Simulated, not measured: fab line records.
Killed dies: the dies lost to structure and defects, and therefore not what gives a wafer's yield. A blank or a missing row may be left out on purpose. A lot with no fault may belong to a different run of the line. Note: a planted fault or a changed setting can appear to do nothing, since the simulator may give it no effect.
fab line records ; flow sky130
[record] lots = 6; wafers = 18; last-day = 50
route steps=708 shown SONOS_TUNNEL@156 SONOS_ONO@168 PAD_OPEN@708
lots that met no fault: taken from a fault-free run of the same line
start-h: the number of hours between the record's first day and the start of the first shown wafer of the lot ; wait-h: hours from the lot's prior step to this one ; " as in the row above ; L1.1+2: a row that stands for several wafers ; - no value, or no start was given ; * or withheld: withheld ; < > ~ a bound
route shown NAME@n: NAME is a module with steps in the file, n the number in the route of the first one ; usual: average and standard deviation across the fault-free wafers ; same: alike in all rows ; chamber/n: place in a boat ; sites: the reading at each site ; _std_site: how widely they spread, as a standard deviation ; _edge_site: the outer-site mean with the inner-site mean subtracted ; radius-mm: how far each site lies from the wafer's centre ; mask NAME#n: copy n ; behind: the most recent tool/chamber to have shaped the wafer ; hold: the reason the lot was held/the length of the hold in hours/how it ended ; device: names the non-switching transistor (n, p or np) ; end of line: the same wafers' tests at the end of the route ; where a step has no rows: the recipe by itself ; killed: at the first sort, the dies lost to defects and structure; wafer yield is something else ; map: a wafer's dies, x killed, . not, _ none there
set.NAME: setting as actually run; set.NAME@STEP: the setting as run at that earlier step ; model.NAME: the simulator's own value behind a step, which no gauge read
certain route steps with their lots: each step a table, each wafer a row
services: the hour from which a tool's chamber was out of use, counted from the record's first day as start-h (under 0 if before that day), plus the number of hours and why
[[steps]]
[step SKY_SONOS_TUNNEL_COAT_02]
[recipe] resist = NOVOLAK; spin-rpm = 3000; resist-thk-nm = 1140
[step SKY_SONOS_TUNNEL_SOFTBAKE_03]
[recipe] temp-c = 90; time-s = 60; resist = NOVOLAK
[step SKY_SONOS_TUNNEL_EXPOSE_04]
[recipe] mask-id = TUNM; na = 0.6; source-shape = conventional; sigma-outer = 0.6; polarization = unpolarized; target-cd-nm = 410; dose-mj = 136
[step SKY_SONOS_TUNNEL_PEB_05]
[recipe] temp-c = withheld; time-s = *; resist = NOVOLAK
[step SKY_SONOS_TUNNEL_DEVELOP_06]
[recipe] resist = NOVOLAK; developer = TMAH; develop-time-s = 60; dev-temp-c = 23
[step SKY_SONOS_TUNNEL_CD_MEAS_07]
[recipe] target-cd-nm = 410
[usual] cd-nm = 409.5/2.4
lot.wafer;tool;chamber;start-h;wait-h;cd-nm
L472.2;cd-sem-01;-;261.23;0.1;408.5
L472.3;cd-sem-01;-;261.23;0.1;407.7
L472.4;cd-sem-01;-;261.23;0.1;406.2
L474.1;cd-sem-01;-;273.61;0.1;409.7
L474.4;cd-sem-01;-;273.61;0.1;407.5
L474.6;cd-sem-01;-;273.61;0.1;409.0
L479.1;cd-sem-01;-;319.36;0.1;407.3
L479.3;cd-sem-01;-;319.36;0.1;407.5
L479.6;cd-sem-01;-;319.36;0.1;409.2
L481.1;cd-sem-01;-;339.47;0.1;408.0
L481.2;cd-sem-01;-;339.47;0.1;410.5
L481.4;cd-sem-01;-;339.47;0.1;409.9
L492.1;cd-sem-01;-;422.46;0.1;406.8
L492.4;cd-sem-01;-;422.46;0.1;406.8
L492.5;cd-sem-01;-;422.46;0.1;406.8
L493.1;cd-sem-02;-;432.31;0.1;410.8
L493.4;cd-sem-02;-;432.31;0.1;408.3
L493.6;cd-sem-02;-;432.31;0.1;408.3
[step SKY_SONOS_TUNNEL_OVL_MEAS_08]
[usual] SONOS_TUNNEL_OVL = -0.1/1.4
lot.wafer;tool;chamber;start-h;wait-h;SONOS_TUNNEL_OVL[nm]
L472.2;overlay-01;-;261.33;0.1;-2.9
L472.3;overlay-01;-;261.33;0.1;-1.6
L472.4;overlay-01;-;261.33;0.1;-1.2
L474.1;overlay-02;-;273.73;0.1;3.5
L474.4;overlay-02;-;273.73;0.1;1.6
L474.6;overlay-02;-;273.73;0.1;2.1
L479.1;overlay-02;-;319.48;0.1;-0.3
L479.3;overlay-02;-;319.48;0.1;-0.4
L479.6;overlay-02;-;319.48;0.1;0.7
L481.1;overlay-01;-;339.59;0.1;1.8
L481.2;overlay-01;-;339.59;0.1;1.3
L481.4;overlay-01;-;339.59;0.1;-1.6
L492.1;overlay-02;-;422.58;0.1;-0.7
L492.4;overlay-02;-;422.58;0.1;-1.4
L492.5;overlay-02;-;422.58;0.1;-0.6
L493.1;overlay-02;-;432.43;0.1;-1.6
L493.4;overlay-02;-;432.43;0.1;-0.7
L493.6;overlay-02;-;432.43;0.1;-0.7
[step SKY_SONOS_TUNNEL_IMPLANT_09]
[recipe] species = B; energy-kev = 20; dose-cm2 = 1e+12; tilt-deg = withheld
[step SKY_SONOS_TUNNEL_WET_ETCH_10]
[recipe] chemistry = dHF; target-depth-nm = 14; target = SiO2; dilution = 100:1; temp-c = 25; time-s = 280
[step SKY_SONOS_TUNNEL_STRIP_11]
[recipe] chemistry = SPM; time-s = 600; temp-c = 130
[step SKY_SONOS_TUNNEL_TW_MEAS_12]
[usual] SONOS_TUNNEL_TW = 197.1/1.4
lot.wafer;tool;chamber;start-h;wait-h;SONOS_TUNNEL_TW
L472.2;film-metro-01;-;262.14;0.0;197.9
L472.3;film-metro-01;-;262.14;0.0;198.8
L472.4;film-metro-01;-;262.14;0.0;198.8
L474.1;film-metro-04;-;274.18;0.0;195.3
L474.4;film-metro-04;-;274.18;0.0;196.6
L474.6;film-metro-04;-;274.18;0.0;195.4
L479.1;film-metro-04;-;319.93;0.0;195.4
L479.3;film-metro-04;-;319.93;0.0;196.6
L479.6;film-metro-04;-;319.93;0.0;197.3
L481.1;film-metro-01;-;340.04;0.0;199.9
L481.2;film-metro-01;-;340.04;0.0;199.7
L481.4;film-metro-01;-;340.04;0.0;198.2
L492.1;film-metro-02;-;423.04;0.0;198.3
L492.4;film-metro-02;-;423.04;0.0;198.5
L492.5;film-metro-02;-;423.04;0.0;197.6
L493.1;film-metro-04;-;432.88;0.0;194.7
L493.4;film-metro-04;-;432.88;0.0;194.4
L493.6;film-metro-04;-;432.88;0.0;193.4
[step SKY_SONOS_TUNNEL_CLEAN_13]
[recipe] chemistry = dHF; time-s = 20; dilution = 100:1; dry = ipa-marangoni
[step SKY_SONOS_ONO_OXIDATION_00]
[recipe] temp-c = 800; ambient = O2; idle-temp-c = 700; ramp-up-c-per-min = 10; ramp-down-c-per-min = 3; stabilise-s = 600; purge-s = 300; target-thk-a = 26; ox-time-s = 1249
[usual] spike-tc-bottom-C = 815/3.9; spike-tc-centre-C = 800.0/1.3; spike-tc-lower-C = 801.3/1.4; spike-tc-top-C = 810/3.9; spike-tc-upper-C = 799.3/1.5; tube-center-temp-C = 800/0.067; tube_center_temp_C_max = 802.1/0.32
[same] ox-time-s = 1249
lot.wafer;tool;chamber;start-h;wait-h;spike-tc-bottom-C;spike-tc-centre-C;spike-tc-lower-C;spike-tc-top-C;spike-tc-upper-C;tube-center-temp-C;tube_center_temp_C_max;model.SiO2_of_SONOS_ONO_OXIDATION_00.thk-nm
L472.2;furnace-01;0;263.35;1.1;819;799.5;802.4;812;799.4;799.94;802.1;2.577
L472.3;furnace-01;0;263.35;1.1;819;798.5;803.0;814;797.5;800.07;801.8;2.521
L472.4;furnace-01;0;263.35;1.1;821;799.8;802.2;813;798.6;800;802.0;2.575
L474.1;furnace-02;0;274.41;0.0;811;799.6;800.8;807;800.1;799.91;801.8;2.602
L474.4;furnace-02;0;274.41;0.0;812;800.0;799.8;804;801.8;800.04;802.5;2.571
L474.6;furnace-02;0;274.41;0.0;811;801.0;800.5;806;801.5;799.94;802.4;2.597
L479.1;furnace-02;0;320.00;0.0;794;783.4;780.9;787;780.7;781.8;784.4;1.979
L479.3;furnace-02;0;320.00;0.0;792;782.7;781.9;789;782.9;781.81;783.7;1.966
L479.6;furnace-02;0;320.00;0.0;793;782.5;780.8;788;783.9;781.68;783.7;2.049
L481.1;furnace-02;0;341.72;1.6;793;781.9;781.7;786;781.3;781.98;784.3;2.015
L481.2;furnace-02;0;341.72;1.6;792;782.8;782.6;787;782.0;781.89;783.8;1.999
L481.4;furnace-02;0;341.72;1.6;793;783.4;782.4;786;781.9;781.82;783.9;2.027
L492.1;furnace-01;0;423.40;0.3;817;799.7;802.3;812;798.2;799.97;802.1;2.658
L492.4;furnace-01;0;423.40;0.3;817;799.7;802.5;812;797.5;799.87;802.0;2.701
L492.5;furnace-01;0;423.40;0.3;818;797.9;801.0;814;799.0;800.11;802.1;2.631
L493.1;furnace-01;0;433.65;0.7;820;799.7;800.9;814;798.7;799.91;801.9;2.601
L493.4;furnace-01;0;433.65;0.7;820;798.0;803.3;812;798.3;799.98;801.9;2.588
L493.6;furnace-01;0;433.65;0.7;817;799.0;800.3;813;799.6;799.95;801.9;2.638
[step SKY_SONOS_ONO_THK_MEAS_01]
[recipe] reads = SiO2_of_SONOS_ONO_OXIDATION_00
[usual] SONOS_ONO_OXIDATION_THK = 2.61/0.057
lot.wafer;tool;chamber;start-h;wait-h;SONOS_ONO_OXIDATION_THK[nm]
L472.2;film-metro-04;-;264.71;0.0;2.60
L472.3;film-metro-04;-;264.71;0.0;2.52
L472.4;film-metro-04;-;264.71;0.0;2.57
L474.1;film-metro-03;-;275.76;0.0;2.60
L474.4;film-metro-03;-;275.76;0.0;2.54
L474.6;film-metro-03;-;275.76;0.0;2.57
L479.1;film-metro-01;-;321.35;0.0;1.95
L479.3;film-metro-01;-;321.35;0.0;1.99
L479.6;film-metro-01;-;321.35;0.0;2.00
L481.1;film-metro-04;-;343.07;0.0;1.98
L481.2;film-metro-04;-;343.07;0.0;1.96
L481.4;film-metro-04;-;343.07;0.0;2.03
L492.1;film-metro-01;-;424.75;0.0;2.66
L492.4;film-metro-01;-;424.75;0.0;2.77
L492.5;film-metro-01;-;424.75;0.0;2.60
L493.1;film-metro-03;-;434.99;0.0;2.59
L493.4;film-metro-03;-;434.99;0.0;2.56
L493.6;film-metro-03;-;434.99;0.0;2.64
[step SKY_SONOS_ONO_CVD_02]
[recipe] material = Si3N4; precursor = DCS/NH3; target-thk-nm = 10.5; temp-c = 770; time-s = 180; pressure-mtorr = 250
[step SKY_PAD_OPEN_PROBE_99]
[usual] killed_at_M0_to_M3 = 42/6.9; killed_at_M4_up = 3.2/1.7; killed-at-contacts = 23/5.5; killed-at-front-end = 16/4; killed-at-other = 0.4/0.55; killed-dies = 85/9.2; killed-open = 46/6.8; killed-short = 38/6.2
[same] gross-dies = 492; killed-at-back-side = 0
lot.wafer;tool;chamber;start-h;wait-h;killed_at_M0_to_M3;killed_at_M4_up;killed-at-contacts;killed-at-front-end;killed-at-other;killed-dies;killed-open;killed-short;model.etest.sonos-erased.drive-ua-um;model.etest.sonos-uncharged.r-on-ohm-um;model.etest.cap-ono.gate-log10-a-cm2;model.etest.cap-ono.gate-bv-v;model.etest.cap-ono.tox-acc-nm;model.etest.sonos-erased.vt-v;model.etest.sonos-baked.vt-less-v;model.etest.sonos-baked.vt-v
L472.2;prober-02;-;1083.43;0.1;48;6;16;14;0;84;50;34;214;800.2;-7.822;16.35;12.82;-2.36;-0.506;0.9797
L472.3;prober-02;-;1083.48;0.2;40;1;30;12;0;83;53;30;206.1;784.7;-7.739;15.96;12.77;-2.373;-0.5792;0.9753
L472.4;prober-02;-;1083.53;0.2;43;3;26;19;0;91;49;42;155.4;812.4;-7.915;16.48;12.86;-2.273;-0.5844;0.9185
L474.1;prober-02;-;1092.63;0.1;52;3;24;18;0;97;46;50;216.4;812.2;-7.962;15.9;12.92;-2.304;-0.4943;0.9488
L474.4;prober-02;-;1092.78;0.2;57;8;36;14;0;115;66;49;167.1;833.3;-8.249;16.2;13.07;-2.201;-0.5266;0.8472
L474.6;prober-02;-;1092.88;0.2;38;4;34;18;0;94;53;41;147.8;823.1;-8.065;16.98;13.04;-2.194;-0.4979;0.8995
L479.1;prober-02;-;1129.20;0.1;49;1;27;12;1;90;39;51;229.7;798.6;-7.223;16.2;12.34;-2.567;-0.7481;0.8177
L479.3;prober-02;-;1129.30;0.2;51;4;16;19;1;91;46;45;240.3;791.6;-7.073;15.91;12.2;-2.609;-0.7748;0.842
L479.6;prober-02;-;1129.45;0.2;55;3;23;12;0;93;59;34;206.3;792.4;-7.308;15.55;12.35;-2.526;-0.718;0.8252
L481.1;prober-01;-;1144.56;0.1;35;2;22;10;0;69;38;31;227.5;811.3;-7.365;15.78;12.45;-2.523;-0.6585;0.8287
L481.2;prober-01;-;1144.61;0.1;39;3;20;16;1;79;47;31;246.1;801.6;-7.369;16.25;12.45;-2.551;-0.6556;0.8231
L481.4;prober-01;-;1144.71;0.2;48;3;25;15;1;92;57;35;182;809;-7.396;15.94;12.47;-2.476;-0.7047;0.8339
L492.1;prober-02;-;1191.88;0.1;45;0;18;20;0;83;43;40;213.2;816;-8.267;16.95;13.1;-2.229;-0.4553;0.88
L492.4;prober-02;-;1192.03;0.2;49;1;23;15;0;88;50;38;160.2;817.9;-8.112;16.66;13.04;-2.162;-0.4493;0.9394
L492.5;prober-02;-;1192.08;0.2;47;2;26;15;0;90;47;43;200.5;807.5;-8.114;16.7;13.02;-2.255;-0.4618;0.9321
L493.1;prober-01;-;1200.66;0.1;36;2;20;18;0;76;40;36;160;818.4;-8.227;16.81;13.16;-2.171;-0.4314;0.8774
L493.4;prober-01;-;1200.81;0.2;33;1;35;19;1;89;51;36;180.1;819.8;-8.069;16.5;13;-2.238;-0.4696;0.8946
L493.6;prober-01;-;1200.91;0.2;41;1;18;18;1;79;44;35;172.5;815.2;-8.156;16.79;13.03;-2.215;-0.4976;0.9014
// killed by level:class
L472.2 VIA1:geometric-particle:open=14 METAL2:geometric-particle:short=8 VIA1:geometric-particle:short=7 LI_CONTACT:geometric-particle:open=6 VIA2:geometric-particle:open=5 FIELD_ISO:geometric-particle:open=4 CONTACT:geometric-particle:open=4 METAL2:geometric-particle:open=3
L472.3 VIA1:geometric-particle:open=12 LI_CONTACT:geometric-particle:open=11 VIA2:geometric-particle:open=9 CONTACT:geometric-particle:open=6 LI_CONTACT:geometric-particle:short=5 CONTACT:geometric-particle:short=5 FIELD_ISO:geometric-particle:open=4 VIA1:geometric-particle:short=4
L472.4 LI_CONTACT:geometric-particle:open=12 VIA1:geometric-particle:open=8 CONTACT:geometric-particle:open=6 POLY_GATE:geometric-particle:open=5 METAL1:geometric-particle:short=5 VIA3:geometric-particle:short=5 METAL2:geometric-particle:short=5 VIA3:geometric-particle:open=5
L474.1 VIA2:geometric-particle:open=10 METAL1:geometric-particle:short=8 CONTACT:geometric-particle:short=7 VIA3:geometric-particle:open=7 LI_CONTACT:geometric-particle:open=6 METAL2:geometric-particle:short=6 LOCAL_INTERCONNECT:geometric-particle:short=5 VIA1:geometric-particle:open=5
L474.4 CONTACT:geometric-particle:open=14 VIA1:geometric-particle:open=10 VIA3:geometric-particle:open=10 LI_CONTACT:geometric-particle:open=9 METAL1:geometric-particle:short=9 VIA1:geometric-particle:short=8 VIA2:geometric-particle:open=8 METAL4:geometric-particle:short=7
L474.6 CONTACT:geometric-particle:open=13 CONTACT:geometric-particle:short=8 VIA1:geometric-particle:open=6 METAL1:geometric-particle:short=6 VIA3:geometric-particle:open=6 LOCAL_INTERCONNECT:geometric-particle:short=5 POLY_GATE:geometric-particle:open=4 SPACER:geometric-particle:open=4
L479.1 METAL1:geometric-particle:short=10 VIA1:geometric-particle:open=9 FIELD_ISO:geometric-particle:short=7 VIA3:geometric-particle:open=7 LI_CONTACT:geometric-particle:open=6 CONTACT:geometric-particle:open=6 LI_CONTACT:geometric-particle:short=5 LOCAL_INTERCONNECT:geometric-particle:short=5
L479.3 VIA1:geometric-particle:open=9 LI_CONTACT:geometric-particle:open=8 VIA3:geometric-particle:open=8 VIA1:geometric-particle:short=7 FIELD_ISO:geometric-particle:short=6 METAL1:geometric-particle:short=6 VIA2:geometric-particle:open=6 VIA2:geometric-particle:short=5
L479.6 VIA1:geometric-particle:open=13 CONTACT:geometric-particle:open=11 VIA2:geometric-particle:open=9 VIA3:geometric-particle:open=8 LI_CONTACT:geometric-particle:open=6 FIELD_ISO:geometric-particle:short=4 METAL1:geometric-particle:short=4 METAL2:geometric-particle:short=4
L481.1 VIA1:geometric-particle:open=12 CONTACT:geometric-particle:open=8 CONTACT:geometric-particle:short=5 METAL2:geometric-particle:short=4 METAL1:geometric-particle:short=3 LOCAL_INTERCONNECT:geometric-particle:open=3 VIA1:geometric-particle:short=3 VIA2:geometric-particle:open=3
L481.2 VIA1:geometric-particle:open=15 CONTACT:geometric-particle:open=8 VIA1:geometric-particle:short=5 VIA3:geometric-particle:open=5 FIELD_ISO:geometric-particle:short=4 LI_CONTACT:geometric-particle:open=4 LOCAL_INTERCONNECT:geometric-particle:short=4 VIA2:geometric-particle:open=4
L481.4 VIA1:geometric-particle:open=17 LI_CONTACT:geometric-particle:open=9 CONTACT:geometric-particle:open=9 VIA1:geometric-particle:short=8 FIELD_ISO:geometric-particle:short=6 VIA3:geometric-particle:open=5 VIA2:geometric-particle:open=5 METAL2:geometric-particle:short=4
L492.1 VIA3:geometric-particle:open=11 VIA1:geometric-particle:open=9 CONTACT:geometric-particle:open=7 POLY_GATE:geometric-particle:short=7 VIA1:geometric-particle:short=6 FIELD_ISO:geometric-particle:short=5 LI_CONTACT:geometric-particle:open=5 CONTACT:geometric-particle:short=4
L492.4 VIA1:geometric-particle:open=12 VIA3:geometric-particle:open=8 CONTACT:geometric-particle:open=7 METAL2:geometric-particle:short=7 VIA2:geometric-particle:open=7 CONTACT:geometric-particle:short=6 LI_CONTACT:geometric-particle:open=4 FIELD_ISO:geometric-particle:open=3
L492.5 VIA1:geometric-particle:open=14 CONTACT:geometric-particle:open=10 VIA1:geometric-particle:short=8 VIA3:geometric-particle:open=7 CONTACT:geometric-particle:short=6 FIELD_ISO:geometric-particle:short=5 LOCAL_INTERCONNECT:geometric-particle:short=4 METAL1:geometric-particle:short=4
L493.1 VIA1:geometric-particle:open=12 CONTACT:geometric-particle:open=8 FIELD_ISO:geometric-particle:open=6 FIELD_ISO:geometric-particle:short=6 LOCAL_INTERCONNECT:geometric-particle:short=5 METAL1:geometric-particle:short=4 POLY_GATE:geometric-particle:short=4 VIA3:geometric-particle:open=4
L493.4 LI_CONTACT:geometric-particle:open=11 CONTACT:geometric-particle:open=11 LOCAL_INTERCONNECT:geometric-particle:short=8 FIELD_ISO:geometric-particle:open=6 VIA3:geometric-particle:open=6 VIA1:geometric-particle:short=6 VIA2:geometric-particle:open=5 VIA1:geometric-particle:open=5
L493.6 CONTACT:geometric-particle:open=9 METAL1:geometric-particle:short=6 VIA1:geometric-particle:open=6 VIA2:geometric-particle:open=6 VIA3:geometric-particle:open=6 POLY_GATE:geometric-particle:open=5 METAL2:geometric-particle:short=5 FIELD_ISO:geometric-particle:short=4
[[services]]
tool;chamber;start-h;hours;kind
furnace-01;-;249.31;3.3;pm
furnace-02;-;253.37;3.9;pm
furnace-02;-;289.28;3.6;pm
furnace-01;-;339.90;3.9;pm
furnace-02;-;366.33;3.0;pm
furnace-01;-;417.58;3.4;pm
[[key]]
[first-sign] step = SKY_SONOS_ONO_OXIDATION_00; reading = tube-center-temp-C; direction = down; sigmas = 99+; usual = *; struck = *
[effect] step = SKY_SONOS_ONO_OXIDATION_00; reading = tube_center_temp_C_max; direction = down; sigmas = 57; usual = *; struck = *
[effect] step = SKY_SONOS_ONO_THK_MEAS_01; reading = SONOS_ONO_OXIDATION_THK; direction = down; sigmas = 11; usual = 2.61; struck = 1.99
[model-effect] step = SKY_SONOS_ONO_OXIDATION_00; value = SiO2_of_SONOS_ONO_OXIDATION_00.thk-nm; without = 2.618; struck = 2.006
[model-effect] step = SKY_PAD_OPEN_PROBE_99; value = etest.sonos-erased.drive-ua-um; without = 183.5; struck = 222
met-at SKY_SONOS_ONO_OXIDATION_00
struck-wafers L479.1,L479.3,L479.6,L481.1,L481.2,L481.4
tester-left-out L479,L481
onset-between 274.41 320.00
[fault] kind = process-parameter-drift; tool = furnace-02; chamber = -; onset-h = 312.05; steps = SKY_SONOS_ONO_OXIDATION_00; channel = temp-c; offset = *; shape = step; end-h = 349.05; acts-in = *; stated = *
// tester-left-out: of these lots the tester's yield and bins aren't shown, on N5 and GAA mostly nor the transistor test; their killed dies are dies lost to structure and defects alone, not to doping, threshold or leakage, so they don't give the yield
